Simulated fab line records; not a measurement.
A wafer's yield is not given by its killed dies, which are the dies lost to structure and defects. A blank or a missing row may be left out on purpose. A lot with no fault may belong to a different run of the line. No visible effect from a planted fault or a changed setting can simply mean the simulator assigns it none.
Which of the tools did it? | flow sky130 | 11 lots, 33 wafers sampled, at 2 steps of a route of 708

## WHAT THE GAUGES READ, wafer by wafer
SKY_CAPM_THK_MEAS_04: measures by xrf.
lot  | measured     | on            | CAPM_TIN_THK (nm)
L229 | day 37 09:55 | film_metro-04 | 201.2 204.6 202.0
L232 | day 38 20:40 | film_metro-02 | 204.7 202.6 204.2
L235 | day 39 08:01 | film_metro-03 | 202.4 203.5 203.7
L234 | day 39 14:13 | film_metro-03 | 202.3 204.2 200.4
L236 | day 39 15:22 | film_metro-04 | 203.8 206.3 204.7
L239 | day 40 21:29 | film_metro-04 | 200.8 202.3 200.9
L240 | day 41 02:49 | film_metro-03 | 196.7 201.7 198.0
L241 | day 41 06:40 | film_metro-02 | 199.5 199.6 201.6
L242 | day 41 11:25 | film_metro-02 | 205.4 204.4 202.7
L246 | day 42 13:13 | film_metro-03 | 197.2 200.2 198.8
L248 | day 43 17:50 | film_metro-04 | 207.9 204.8 205.4

SKY_VIA3_THK_MEAS_01.
lot  | measured     | on            | VIA3_HDPCVD_THK (nm)
L229 | day 39 15:10 | film_metro-03 | 1640 1624 1588
L232 | day 41 00:07 | film_metro-01 | 1630 1611 1653
L235 | day 41 10:47 | film_metro-04 | 1626 1639 1626
L234 | day 41 16:29 | film_metro-03 | 1619 1616 1613
L236 | day 41 18:31 | film_metro-01 | 1630 1664 1648
L239 | day 42 23:05 | film_metro-03 | 1642 1624 1628
L240 | day 43 02:59 | film_metro-04 | 1650 1643 1630
L241 | day 43 07:27 | film_metro-04 | 1636 1593 1650
L242 | day 43 12:23 | film_metro-01 | 1624 1644 1654
L246 | day 44 12:52 | film_metro-04 | 1626 1614 1632
L248 | day 45 14:55 | film_metro-01 | 1602 1607 1612

## EACH LOT AND THE TOOL THAT RAN IT (in order: tool; ch and the chambers of the sampled wafers; start)
The record holds no process step before these readings.

## AS READ BY THE TOOLS THEMSELVES (means over the sampled wafers that have a number; for cases with no such wafer, the mark the record gives instead)
The record holds no such reading with a usual standard deviation.

## THE ANSWER, worked out from the rows above alone
Rule: what is usual is taken from the lots themselves. The widest of any qualifying gaps counts: lots, ordered by their means at a reading, are off when they make up no more than a third of the lots, leave a main group of 4 or more, and stand apart from it by 3 or more times the standard deviation of that group's means. Not used: any main group whose means are identical at the precision the tables above print for the reading. A lot without any number at a reading at which 4 lots or more have one is off too. The other lots that the step has rows for count as sound. The gauges are gone through in route order, then the tools' own readings, and for those a lot's mean is taken as printed above. At the first step where some lot is off, the reading lying furthest off is the one used; lots without a number count as furthest.
No lot is off at any reading shown: from this, nothing can be told.

## WHAT THE SIMULATOR PUT IN
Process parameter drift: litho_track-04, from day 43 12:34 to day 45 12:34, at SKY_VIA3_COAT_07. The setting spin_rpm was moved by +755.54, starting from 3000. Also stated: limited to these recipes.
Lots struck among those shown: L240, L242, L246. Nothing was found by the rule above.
